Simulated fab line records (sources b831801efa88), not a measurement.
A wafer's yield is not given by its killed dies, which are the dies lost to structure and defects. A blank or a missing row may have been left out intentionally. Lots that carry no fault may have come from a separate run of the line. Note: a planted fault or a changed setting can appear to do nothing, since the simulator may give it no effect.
Matching of chambers | flow sky130 | SKY_LI_CONTACT_CMP_24 on cmp-02: 4 sister chambers
The step polishes, stops on PSG, t overpolish 20 s, target thk 0 nm. 4 wafers are shown with their chamber, then 7 later ones without.

## EACH WAFER AND ITS CHAMBER
wafer  | chamber | motorCurrentA (A)
L947.5 | 3       | 11.6
L948.5 | 2       | 9.8
L953.3 | 1       | 12.4
L953.4 | 0       | 12.1

## WAFERS WHOSE CHAMBER IS MISSING
wafer  | motorCurrentA (A)
L953.6 | 12.4
L962.1 | 9.7
L962.3 | 11.6
L962.6 | 11.7
L963.1 | 12.1
L963.2 | 9.9
L963.6 | 11.5

## CHAMBER TAKEN BY EACH
wafer  | from the rows above | in truth
L953.6 | 1                   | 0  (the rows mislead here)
L962.1 | 2                   | 2
L962.3 | 3                   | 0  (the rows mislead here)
L962.6 | 3                   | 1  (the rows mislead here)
L963.1 | 0                   | 0
L963.2 | 2                   | 2
L963.6 | 3                   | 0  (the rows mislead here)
Correctly placed: 3 of 7. Left unplaced by these rows: 0. Number placed wrongly: 4.
How it was worked out, from the rows above alone: a wafer's distance from a chamber is the root of the sum, over the readings, of the square of ((its reading less the chamber's mean) divided by the reading's scatter). The wafer belongs to the nearest chamber; if the next one is less than 2 further off, it can't be placed. For every chamber, the mean is computed from those of its wafers that are shown. The scatter: with one shown wafer a chamber, the root of the mean of the squares of how far each hidden wafer lies from its nearest shown one.
